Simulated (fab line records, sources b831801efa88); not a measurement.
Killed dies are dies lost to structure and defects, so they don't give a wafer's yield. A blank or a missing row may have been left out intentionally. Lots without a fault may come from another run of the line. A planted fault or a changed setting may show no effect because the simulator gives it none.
Matching of chambers + flow gf180mcu + GF_V5_CVD_00 on hdpcvd-02 has 3 sister chambers
The step deposits SiO2, target thk 300 nm, time 50 s. 3 wafers are shown with their chamber, then 8 later ones without.

WAFERS, EACH WITH ITS CHAMBER
| wafer  | chamber | pressureMtorr (mTorr) |
|--------|---------|-----------------------|
| L471.1 | 0       | 5.990                 |
| L471.6 | 2       | 6.004                 |
| L480.2 | 1       | 6.019                 |

WAFERS WITH NO CHAMBER GIVEN
| wafer  | pressureMtorr (mTorr) |
|--------|-----------------------|
| L480.5 | 6.008                 |
| L480.6 | 5.996                 |
| L481.2 | 5.992                 |
| L481.3 | 6.001                 |
| L481.5 | 5.989                 |
| L484.3 | 6.013                 |
| L484.5 | 6.014                 |
| L484.6 | 6.004                 |

THE CHAMBER EACH PASSED THROUGH
| wafer  | from the rows above     | in truth                   |
|--------|-------------------------|----------------------------|
| L480.5 | can't be placed: 2 or 1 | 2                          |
| L480.6 | can't be placed: 0 or 2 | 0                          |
| L481.2 | 0                       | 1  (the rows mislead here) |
| L481.3 | 2                       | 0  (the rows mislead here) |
| L481.5 | 0                       | 0                          |
| L484.3 | can't be placed: 1 or 2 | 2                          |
| L484.5 | can't be placed: 1 or 2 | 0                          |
| L484.6 | 2                       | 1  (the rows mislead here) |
1 of 8 placed correctly. Not placeable from these rows: 4 (in 3, the candidates include the true chamber). Number placed wrongly: 3.
How it was worked out, from the rows above alone: a wafer's distance from a chamber is the root of the sum, over the readings, of the square of ((its reading less the chamber's mean) divided by the reading's scatter). The wafer belongs to the nearest chamber; if the next one is less than 2 further off, it can't be placed. For every chamber, the mean is computed from those of its wafers that are shown. The scatter: with one shown wafer a chamber, the root of the mean of the squares of how far each hidden wafer lies from its nearest shown one.
